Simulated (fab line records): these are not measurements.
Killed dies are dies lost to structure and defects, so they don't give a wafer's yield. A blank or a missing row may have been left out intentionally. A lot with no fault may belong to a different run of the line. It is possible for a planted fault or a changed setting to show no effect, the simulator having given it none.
Struck lot and sound lot, side by side	flow sky130	31 out of 708 route steps
Sound: the wafers L824.2, L824.3, L824.6. Wafers L821.2, L821.3, L821.6 were the ones struck. The cause is given at the end.
Each step with rows lists, per side, the tool, then ch with its chambers, then its first start. Under that, the readings that differ: sound wafers	struck wafers	difference of the means	sigmas: that difference in standard deviations of wafers without a fault.
alike: readings with means less than 2 such deviations apart, plus words and numbers identical on both sides. not compared: withheld readings, readings lacking a value on some wafer, bounds such as >300 that could conceal the same value, and numbers that have no deviation in the record and whose values overlap.
A row with sigmas, a row that says differs or no value, or rows on one side alone: a step with any of these is where the two part. Numbers that have no deviation but don't overlap get no sigmas and don't part them. Lack of a reading on every wafer of one side parts them only where that side has two or more wafers.

first, 3 steps without rows for these wafers: SKY_VT_ADJUST_HVTP_EXPOSE_04 (exposes mask HVTPM, target cd 380 nm); SKY_VT_ADJUST_HVTP_PEB_05; SKY_VT_ADJUST_HVTP_DEVELOP_06 (develop time 60 s).
SKY_VT_ADJUST_HVTP_CD_MEAS_07 targets a cd of 380 nm.
  sound on cdSem-01, day 8 08:22; struck on cdSem-01, day 7 05:20
  alike: cdNm
SKY_VT_ADJUST_HVTP_OVL_MEAS_08:
  sound on overlay-02, day 8 08:28; struck on overlay-02, day 7 05:27
reading	sound	struck	difference	sigmas
VT_ADJUST_HVTP_OVL (nm)	-1.0 -3.0 0.7	3.0 1.8 0.9	+3.0	+2
following that, these wafers have no rows for 1 step: SKY_VT_ADJUST_HVTP_IMPLANT_09.
SKY_VT_ADJUST_HVTP_STRIP_10: strips in O2/N2.
  sound on plasmaAsher-02 ch 0,1, day 8 08:39; struck on plasmaAsher-02 ch 1, day 7 05:38
  alike: drypumpMotorCurrentA, oesProductAu, stripTimeToEndpointS
  not compared: rfHoursCounterH
SKY_VT_ADJUST_HVTP_TW_MEAS_11:
  sound on filmMetro-03, day 8 08:46; struck on filmMetro-03, day 7 05:44
  alike: VT_ADJUST_HVTP_TW
then, 4 steps without rows for these wafers: SKY_VT_ADJUST_LVTN_DEHYDRATE_00 (time 60 s); SKY_VT_ADJUST_LVTN_HMDS_01 (prime time 60 s); SKY_VT_ADJUST_LVTN_COAT_02 (resist thk 3000 nm); SKY_VT_ADJUST_LVTN_SOFTBAKE_03.
SKY_VT_ADJUST_LVTN_EXPOSE_04: exposes mask NWM COMPLEMENT LESS NATIVE, target cd 840 nm.
  sound on ilineStepper-02 ch 0, day 8 19:40; struck on ilineStepper-01 ch 0, day 7 16:05
reading	sound	struck	difference	sigmas
mask	NWM_COMPLEMENT_LESS_NATIVE#0 NWM_COMPLEMENT_LESS_NATIVE#0 NWM_COMPLEMENT_LESS_NATIVE#0	HVN_STD_DERIVED#0 HVN_STD_DERIVED#0 HVN_STD_DERIVED#0	differs	
  alike: exposureDoseMJCm2
then, 2 steps without rows for these wafers: SKY_VT_ADJUST_LVTN_PEB_05; SKY_VT_ADJUST_LVTN_DEVELOP_06 (develop time 60 s).
SKY_VT_ADJUST_LVTN_OVL_MEAS_07:
  sound on overlay-02, day 9 06:32; struck on overlay-01, day 8 01:38
reading	sound	struck	difference	sigmas
VT_ADJUST_LVTN_OVL (nm)	0.4 1.6 0.4	- - -	no value on the struck wafers	
following that, these wafers have no rows for 1 step: SKY_VT_ADJUST_LVTN_IMPLANT_08.
SKY_VT_ADJUST_LVTN_STRIP_09: strips in O2/N2.
  sound on plasmaAsher-01 ch 0,1, day 9 06:43; struck on plasmaAsher-01 ch 0,1, day 8 01:49
  alike: drypumpMotorCurrentA, oesProductAu, stripTimeToEndpointS
  not compared: rfHoursCounterH
SKY_VT_ADJUST_LVTN_TW_MEAS_10:
  sound on filmMetro-03, day 9 06:50; struck on filmMetro-04, day 8 01:56
reading	sound	struck	difference	sigmas
VT_ADJUST_LVTN_TW	237.6 238.2 237.7	29.7 29.8 29.7	-208.1	-99 or more
then, 7 steps without rows for these wafers: SKY_VT_ADJUST_LVTN_DEHYDRATE_11 (time 60 s); SKY_VT_ADJUST_LVTN_HMDS_12 (prime time 60 s); SKY_VT_ADJUST_LVTN_COAT_13 (resist thk 1140 nm); SKY_VT_ADJUST_LVTN_SOFTBAKE_14 (time 60 s); SKY_VT_ADJUST_LVTN_EXPOSE_15 (exposes mask HVN STD DERIVED, target cd 600 nm); SKY_VT_ADJUST_LVTN_PEB_16; SKY_VT_ADJUST_LVTN_DEVELOP_17 (develop time 60 s).
SKY_VT_ADJUST_LVTN_OVL_MEAS_18:
  sound on overlay-02, day 10 04:29; struck on overlay-01, day 8 22:56
  alike: VT_ADJUST_LVTN_01_OVL
following that, these wafers have no rows for 1 step: SKY_VT_ADJUST_LVTN_IMPLANT_19.
SKY_VT_ADJUST_LVTN_STRIP_20: strips in O2/N2.
  sound on plasmaAsher-01 ch 0,1, day 10 04:40; struck on plasmaAsher-01 ch 0,1, day 8 23:07
reading	sound	struck	difference	sigmas
stripTimeToEndpointS (s)	14.13 14.17 14.14	14.24 14.24 14.22	+0.09	+2
  alike: drypumpMotorCurrentA, oesProductAu
  not compared: rfHoursCounterH
SKY_VT_ADJUST_LVTN_TW_MEAS_21:
  sound on filmMetro-02, day 10 04:49; struck on filmMetro-04, day 8 23:13
reading	sound	struck	difference	sigmas
VT_ADJUST_LVTN_2_TW	188.9 189.1 188.7	265.2 263.3 264.4	+75.4	+63
then, 1 step without rows for these wafers: SKY_VT_ADJUST_NCORE_DEHYDRATE_00 (time 60 s).

== WHERE THEY PART ==
Last at SKY_VT_ADJUST_LVTN_TW_MEAS_21 as far as this record goes, first at SKY_VT_ADJUST_HVTP_OVL_MEAS_08.

WHY: whatever the simulator had introduced
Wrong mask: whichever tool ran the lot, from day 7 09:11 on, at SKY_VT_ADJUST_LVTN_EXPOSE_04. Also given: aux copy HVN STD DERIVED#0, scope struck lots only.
